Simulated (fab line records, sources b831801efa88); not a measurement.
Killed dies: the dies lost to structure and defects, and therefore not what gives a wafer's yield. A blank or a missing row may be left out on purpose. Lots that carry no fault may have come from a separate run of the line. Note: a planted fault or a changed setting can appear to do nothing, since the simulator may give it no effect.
Which tool did it? + flow sky130 + 24 lots with 72 wafers sampled at 6 steps, on a route of 708 steps

WHAT THE GAUGES SHOWED, per wafer
No reading from a measuring or inspecting step in the record can be judged against a usual standard deviation.

TOOL THAT RAN EACH LOT (tool first, then ch and the chambers of the sampled wafers, then the start)
| lot  | SKY_METAL2_SPUTTER_01       | SKY_METAL3_SPUTTER_00       | SKY_CAPM_METAL_ETCH_13           | SKY_VIA3_SPUTTER_20         | SKY_VIA4_CVD_18              | SKY_METAL5_SPUTTER_04       |
|------|-----------------------------|-----------------------------|----------------------------------|-----------------------------|------------------------------|-----------------------------|
| L074 | pvdSputter-03, day 34 08:13 | pvdSputter-03, day 36 16:18 | rieMetal-02 ch 0,1, day 37 18:03 | pvdSputter-01, day 39 23:44 | cvdW-01 ch 0,1, day 43 04:24 | pvdSputter-03, day 43 05:09 |
| L075 | pvdSputter-03, day 34 20:26 | pvdSputter-03, day 37 04:19 | rieMetal-03 ch 1, day 38 06:14   | pvdSputter-01, day 40 10:46 | cvdW-01 ch 1, day 43 14:25   | pvdSputter-02, day 43 15:10 |
| L076 | pvdSputter-02, day 35 05:13 | pvdSputter-03, day 37 12:31 | rieMetal-03 ch 0,1, day 38 13:37 | pvdSputter-03, day 40 17:41 | cvdW-02 ch 0,1, day 43 20:12 | pvdSputter-02, day 43 20:57 |
| L077 | pvdSputter-03, day 35 13:43 | pvdSputter-03, day 37 20:17 | rieMetal-02 ch 0,1, day 38 22:01 | pvdSputter-02, day 41 03:19 | cvdW-01 ch 0,1, day 44 04:36 | pvdSputter-02, day 44 05:18 |
| L078 | pvdSputter-01, day 35 17:37 | pvdSputter-01, day 38 00:32 | rieMetal-04 ch 0,1, day 39 02:12 | pvdSputter-03, day 41 06:30 | cvdW-01 ch 0, day 44 06:56   | pvdSputter-03, day 44 07:41 |
| L079 | pvdSputter-03, day 36 08:04 | pvdSputter-03, day 38 14:11 | rieMetal-02 ch 0,1, day 39 15:21 | pvdSputter-01, day 41 18:23 | cvdW-02 ch 0,1, day 44 19:58 | pvdSputter-03, day 44 20:43 |
| L080 | pvdSputter-02, day 36 10:17 | pvdSputter-03, day 38 16:38 | rieMetal-04 ch 0,1, day 39 17:09 | pvdSputter-03, day 41 20:14 | cvdW-02 ch 0,1, day 44 20:55 | pvdSputter-03, day 44 21:40 |
| L081 | pvdSputter-03, day 36 13:08 | pvdSputter-04, day 38 19:31 | rieMetal-04 ch 0,1, day 39 20:01 | pvdSputter-02, day 41 23:07 | cvdW-02 ch 0,1, day 45 00:24 | pvdSputter-01, day 45 01:06 |
| L082 | pvdSputter-02, day 36 20:44 | pvdSputter-03, day 39 02:44 | rieMetal-02 ch 0,1, day 40 03:41 | pvdSputter-02, day 42 07:46 | cvdW-02 ch 0,1, day 45 07:57 | pvdSputter-01, day 45 08:42 |
| L083 | pvdSputter-02, day 37 07:06 | pvdSputter-01, day 39 13:11 | rieMetal-03 ch 0,1, day 40 13:54 | pvdSputter-03, day 42 17:55 | cvdW-02 ch 0,1, day 45 17:45 | pvdSputter-03, day 45 18:30 |
| L084 | pvdSputter-03, day 37 09:27 | pvdSputter-04, day 39 14:38 | rieMetal-04 ch 0,1, day 40 15:12 | pvdSputter-01, day 42 18:16 | cvdW-01 ch 0,1, day 45 18:28 | pvdSputter-03, day 45 19:13 |
| L085 | pvdSputter-01, day 37 18:24 | pvdSputter-03, day 39 23:40 | rieMetal-04 ch 0,1, day 41 00:06 | pvdSputter-01, day 43 02:35 | cvdW-01 ch 0,1, day 46 00:54 | pvdSputter-01, day 46 01:39 |
| L087 | pvdSputter-03, day 38 08:02 | pvdSputter-04, day 40 12:41 | rieMetal-02 ch 0,1, day 41 13:57 | pvdSputter-02, day 43 16:14 | cvdW-01 ch 0,1, day 46 13:25 | pvdSputter-01, day 46 14:10 |
| L086 | pvdSputter-02, day 38 09:53 | pvdSputter-01, day 40 14:46 | rieMetal-04 ch 0,1, day 41 15:45 | pvdSputter-03, day 43 17:58 | cvdW-01 ch 0,1, day 46 16:17 | pvdSputter-02, day 46 17:06 |
| L088 | pvdSputter-03, day 38 10:11 | pvdSputter-03, day 40 15:25 | rieMetal-04 ch 0,1, day 41 15:55 | pvdSputter-01, day 43 18:37 | cvdW-02 ch 0,1, day 46 16:51 | pvdSputter-03, day 46 17:40 |
| L089 | pvdSputter-03, day 39 01:58 | pvdSputter-04, day 41 06:15 | rieMetal-04 ch 0,1, day 42 06:16 | pvdSputter-03, day 44 06:26 | cvdW-01 ch 0,1, day 47 02:07 | pvdSputter-02, day 47 02:52 |
| L090 | pvdSputter-02, day 39 08:44 | pvdSputter-03, day 41 12:42 | rieMetal-03 ch 0, day 42 12:25   | pvdSputter-01, day 44 13:53 | cvdW-02 ch 0,1, day 47 09:23 | pvdSputter-02, day 47 10:18 |
| L091 | pvdSputter-02, day 39 11:38 | pvdSputter-04, day 41 16:26 | rieMetal-02 ch 0,1, day 42 16:45 | pvdSputter-03, day 44 17:46 | cvdW-01 ch 0,1, day 47 13:13 | pvdSputter-02, day 47 13:59 |
| L092 | pvdSputter-03, day 39 17:12 | pvdSputter-01, day 41 20:35 | rieMetal-03 ch 0,1, day 42 19:50 | pvdSputter-02, day 44 21:02 | cvdW-02 ch 1, day 47 15:28   | pvdSputter-02, day 47 16:19 |
| L093 | pvdSputter-02, day 40 07:59 | pvdSputter-04, day 42 09:56 | rieMetal-03 ch 0,1, day 43 09:31 | pvdSputter-02, day 45 09:22 | cvdW-01 ch 0,1, day 48 02:45 | pvdSputter-02, day 48 03:27 |
| L094 | pvdSputter-02, day 40 09:47 | pvdSputter-04, day 42 13:17 | rieMetal-02 ch 0, day 43 13:00   | pvdSputter-03, day 45 13:40 | cvdW-01 ch 0,1, day 48 06:55 | pvdSputter-02, day 48 07:40 |
| L095 | pvdSputter-01, day 40 12:05 | pvdSputter-03, day 42 16:08 | rieMetal-04 ch 1, day 43 15:41   | pvdSputter-03, day 45 15:47 | cvdW-02 ch 0, day 48 08:29   | pvdSputter-03, day 48 09:14 |
| L096 | pvdSputter-01, day 40 21:19 | pvdSputter-01, day 43 00:05 | rieMetal-02 ch 0, day 43 22:52   | pvdSputter-02, day 45 22:46 | cvdW-01 ch 1, day 48 16:29   | pvdSputter-02, day 48 17:14 |
| L097 | pvdSputter-02, day 41 06:00 | pvdSputter-01, day 43 08:41 | rieMetal-04 ch 0,1, day 44 07:31 | pvdSputter-03, day 46 05:39 | cvdW-01 ch 0,1, day 48 20:10 | pvdSputter-01, day 48 20:52 |
- SKY_METAL2_SPUTTER_01: material TiN, target thk 20 nm, time 16.7 s.
- SKY_METAL3_SPUTTER_00: material Ti, target thk 15 nm, time 10 s.
- SKY_CAPM_METAL_ETCH_13: etches TiN in Cl2/BCl3, stops on SiO2, target depth 220 nm, time 62.9 s.
- SKY_VIA3_SPUTTER_20: material TiN, target thk 20 nm, time 80 s.
- SKY_VIA4_CVD_18: deposits W, target thk 505 nm, time 152.14 s.
- SKY_METAL5_SPUTTER_04: material TiN, target thk 70 nm, time 58.3 s.

AS READ BY THE TOOLS THEMSELVES (means over the sampled wafers that have a number; for cases with no such wafer, the mark the record gives instead)
SKY_METAL2_SPUTTER_01. Usual: 30.4 % for throttleValvePct, sd 1.1.
| lot  | tool          | throttleValvePct (%) | flag |
|------|---------------|----------------------|------|
| L074 | pvdSputter-03 | 29.6                 |      |
| L075 | pvdSputter-03 | 29.3                 |      |
| L076 | pvdSputter-02 | 31.3                 |      |
| L077 | pvdSputter-03 | 29.5                 |      |
| L078 | pvdSputter-01 | 30.2                 |      |
| L079 | pvdSputter-03 | 29.5                 |      |
| L080 | pvdSputter-02 | 29.9                 |      |
| L081 | pvdSputter-03 | 29.9                 |      |
| L082 | pvdSputter-02 | 30.1                 |      |
| L083 | pvdSputter-02 | 30.6                 |      |
| L084 | pvdSputter-03 | 29.6                 |      |
| L085 | pvdSputter-01 | 30.7                 |      |
| L087 | pvdSputter-03 | 30.2                 |      |
| L086 | pvdSputter-02 | 31.3                 |      |
| L088 | pvdSputter-03 | 29.7                 |      |
| L089 | pvdSputter-03 | 30.1                 |      |
| L090 | pvdSputter-02 | 30.2                 |      |
| L091 | pvdSputter-02 | 30.9                 |      |
| L092 | pvdSputter-03 | 30.2                 |      |
| L093 | pvdSputter-02 | 30.4                 |      |
| L094 | pvdSputter-02 | 29.6                 |      |
| L095 | pvdSputter-01 | 30.7                 |      |
| L096 | pvdSputter-01 | 31.0                 |      |
| L097 | pvdSputter-02 | 31.7                 |      |

SKY_METAL3_SPUTTER_00. Usual: 30.3 % for throttleValvePct, sd 0.88.
| lot  | tool          | throttleValvePct (%) | flag |
|------|---------------|----------------------|------|
| L074 | pvdSputter-03 | 30.6                 |      |
| L075 | pvdSputter-03 | 29.1                 |      |
| L076 | pvdSputter-03 | 29.8                 |      |
| L077 | pvdSputter-03 | 29.4                 |      |
| L078 | pvdSputter-01 | 31.4                 |      |
| L079 | pvdSputter-03 | 30.4                 |      |
| L080 | pvdSputter-03 | 30.0                 |      |
| L081 | pvdSputter-04 | 29.6                 |      |
| L082 | pvdSputter-03 | 30.8                 |      |
| L083 | pvdSputter-01 | 30.6                 |      |
| L084 | pvdSputter-04 | 30.3                 |      |
| L085 | pvdSputter-03 | 30.1                 |      |
| L087 | pvdSputter-04 | 30.2                 |      |
| L086 | pvdSputter-01 | 31.1                 |      |
| L088 | pvdSputter-03 | 30.8                 |      |
| L089 | pvdSputter-04 | 30.0                 |      |
| L090 | pvdSputter-03 | 29.7                 |      |
| L091 | pvdSputter-04 | 29.8                 |      |
| L092 | pvdSputter-01 | 30.7                 |      |
| L093 | pvdSputter-04 | 29.8                 |      |
| L094 | pvdSputter-04 | 30.0                 |      |
| L095 | pvdSputter-03 | 30.1                 |      |
| L096 | pvdSputter-01 | 30.3                 |      |
| L097 | pvdSputter-01 | 30.9                 |      |

SKY_CAPM_METAL_ETCH_13. Usual: drypumpMotorCurrentA 5.6 A, standard deviation 0.3; oesProductAu 0.944 a.u., standard deviation 0.0071; throttleValvePct 21.899 %, standard deviation 0.01.
| lot  | tool        | drypumpMotorCurrentA (A) | oesProductAu (a.u.) | throttleValvePct (%) | flag |
|------|-------------|--------------------------|---------------------|----------------------|------|
| L074 | rieMetal-02 | 5.6                      | 0.943               | 21.904               |      |
| L075 | rieMetal-03 | 6.2                      | 0.940               | 21.902               |      |
| L076 | rieMetal-03 | 5.8                      | 0.940               | 21.906               |      |
| L077 | rieMetal-02 | 5.8                      | 0.947               | 21.895               |      |
| L078 | rieMetal-04 | 5.5                      | 0.949               | 21.901               |      |
| L079 | rieMetal-02 | 5.8                      | 0.946               | 21.901               |      |
| L080 | rieMetal-04 | 5.5                      | 0.938               | 21.909               |      |
| L081 | rieMetal-04 | 5.6                      | 0.938               | 21.894               |      |
| L082 | rieMetal-02 | 5.8                      | 0.946               | 21.893               |      |
| L083 | rieMetal-03 | 5.5                      | 0.946               | 21.902               |      |
| L084 | rieMetal-04 | 5.5                      | 0.941               | 21.897               |      |
| L085 | rieMetal-04 | 5.5                      | 0.951               | 21.894               |      |
| L087 | rieMetal-02 | 5.6                      | 0.940               | 21.901               |      |
| L086 | rieMetal-04 | 5.5                      | 0.947               | 21.911               |      |
| L088 | rieMetal-04 | 5.5                      | 0.950               | 21.897               |      |
| L089 | rieMetal-04 | 5.5                      | 0.942               | 21.902               |      |
| L090 | rieMetal-03 | 5.1                      | 0.943               | 21.899               |      |
| L091 | rieMetal-02 | 5.7                      | 0.945               | 21.903               |      |
| L092 | rieMetal-03 | 5.8                      | 0.939               | 21.898               |      |
| L093 | rieMetal-03 | 5.5                      | 0.952               | 21.887               |      |
| L094 | rieMetal-02 | 5.5                      | 0.958               | 21.890               |      |
| L095 | rieMetal-04 | 5.4                      | 0.950               | 21.890               |      |
| L096 | rieMetal-02 | 5.5                      | 0.946               | 21.900               |      |
| L097 | rieMetal-04 | 5.5                      | 0.939               | 21.906               |      |

SKY_VIA3_SPUTTER_20. Usual: 30.6 % for throttleValvePct, sd 1.1.
| lot  | tool          | throttleValvePct (%) | flag |
|------|---------------|----------------------|------|
| L074 | pvdSputter-01 | 31.5                 |      |
| L075 | pvdSputter-01 | 31.1                 |      |
| L076 | pvdSputter-03 | 30.0                 |      |
| L077 | pvdSputter-02 | 31.0                 |      |
| L078 | pvdSputter-03 | 30.3                 |      |
| L079 | pvdSputter-01 | 31.4                 |      |
| L080 | pvdSputter-03 | 30.3                 |      |
| L081 | pvdSputter-02 | 31.0                 |      |
| L082 | pvdSputter-02 | 30.7                 |      |
| L083 | pvdSputter-03 | 30.0                 |      |
| L084 | pvdSputter-01 | 31.1                 |      |
| L085 | pvdSputter-01 | 30.5                 |      |
| L087 | pvdSputter-02 | 30.8                 |      |
| L086 | pvdSputter-03 | 30.1                 |      |
| L088 | pvdSputter-01 | 30.5                 |      |
| L089 | pvdSputter-03 | 30.2                 |      |
| L090 | pvdSputter-01 | 30.4                 |      |
| L091 | pvdSputter-03 | 30.1                 |      |
| L092 | pvdSputter-02 | 30.2                 |      |
| L093 | pvdSputter-02 | 29.9                 |      |
| L094 | pvdSputter-03 | 30.2                 |      |
| L095 | pvdSputter-03 | 30.2                 |      |
| L096 | pvdSputter-02 | 31.4                 |      |
| L097 | pvdSputter-03 | 30.1                 |      |

SKY_VIA4_CVD_18. Usual: 793 W for heaterPowerW, sd 16.
| lot  | tool    | heaterPowerW (W) | flag |
|------|---------|------------------|------|
| L074 | cvdW-01 | 786              |      |
| L075 | cvdW-01 | 796              |      |
| L076 | cvdW-02 | 786              |      |
| L077 | cvdW-01 | 779              |      |
| L078 | cvdW-01 | 791              |      |
| L079 | cvdW-02 | 783              |      |
| L080 | cvdW-02 | 773              |      |
| L081 | cvdW-02 | 794              |      |
| L082 | cvdW-02 | 794              |      |
| L083 | cvdW-02 | 791              |      |
| L084 | cvdW-01 | 798              |      |
| L085 | cvdW-01 | 788              |      |
| L087 | cvdW-01 | 783              |      |
| L086 | cvdW-01 | 796              |      |
| L088 | cvdW-02 | 800              |      |
| L089 | cvdW-01 | 801              |      |
| L090 | cvdW-02 | 797              |      |
| L091 | cvdW-01 | 783              |      |
| L092 | cvdW-02 | 812              |      |
| L093 | cvdW-01 | 792              |      |
| L094 | cvdW-01 | 793              |      |
| L095 | cvdW-02 | 778              |      |
| L096 | cvdW-01 | 799              |      |
| L097 | cvdW-01 | 785              |      |

SKY_METAL5_SPUTTER_04. Usual: 30.5 % for throttleValvePct, sd 1.1.
| lot  | tool          | throttleValvePct (%) | flag |
|------|---------------|----------------------|------|
| L074 | pvdSputter-03 | 30.6                 |      |
| L075 | pvdSputter-02 | 30.9                 |      |
| L076 | pvdSputter-02 | 31.1                 |      |
| L077 | pvdSputter-02 | 30.1                 |      |
| L078 | pvdSputter-03 | 30.3                 |      |
| L079 | pvdSputter-03 | 29.7                 |      |
| L080 | pvdSputter-03 | 30.3                 |      |
| L081 | pvdSputter-01 | 31.1                 |      |
| L082 | pvdSputter-01 | 31.8                 |      |
| L083 | pvdSputter-03 | 30.0                 |      |
| L084 | pvdSputter-03 | 30.2                 |      |
| L085 | pvdSputter-01 | 31.0                 |      |
| L087 | pvdSputter-01 | 31.0                 |      |
| L086 | pvdSputter-02 | 30.7                 |      |
| L088 | pvdSputter-03 | 30.6                 |      |
| L089 | pvdSputter-02 | 30.5                 |      |
| L090 | pvdSputter-02 | 30.2                 |      |
| L091 | pvdSputter-02 | 30.2                 |      |
| L092 | pvdSputter-02 | 29.3                 |      |
| L093 | pvdSputter-02 | 30.6                 |      |
| L094 | pvdSputter-02 | 30.6                 |      |
| L095 | pvdSputter-03 | 30.0                 |      |
| L096 | pvdSputter-02 | 30.7                 |      |
| L097 | pvdSputter-01 | 30.4                 |      |

THE ANSWER, worked out from the rows above alone
Rule: a lot counts as off when the mean over its wafers that have a number is more than 3 standard deviations away from the usual mean. Also off: a lot with no number at a reading for which 4 or more lots have one. The other lots that the step has rows for count as sound. Order of review: gauges by route order, followed by the tools' own readings, for which a lot's mean as printed above is used. At the first step where some lot is off, the reading lying furthest off is the one used; lots without a number count as furthest.
No lot is off at any reading shown: from this, nothing can be told.

WHAT THE SIMULATOR HAD PUT IN
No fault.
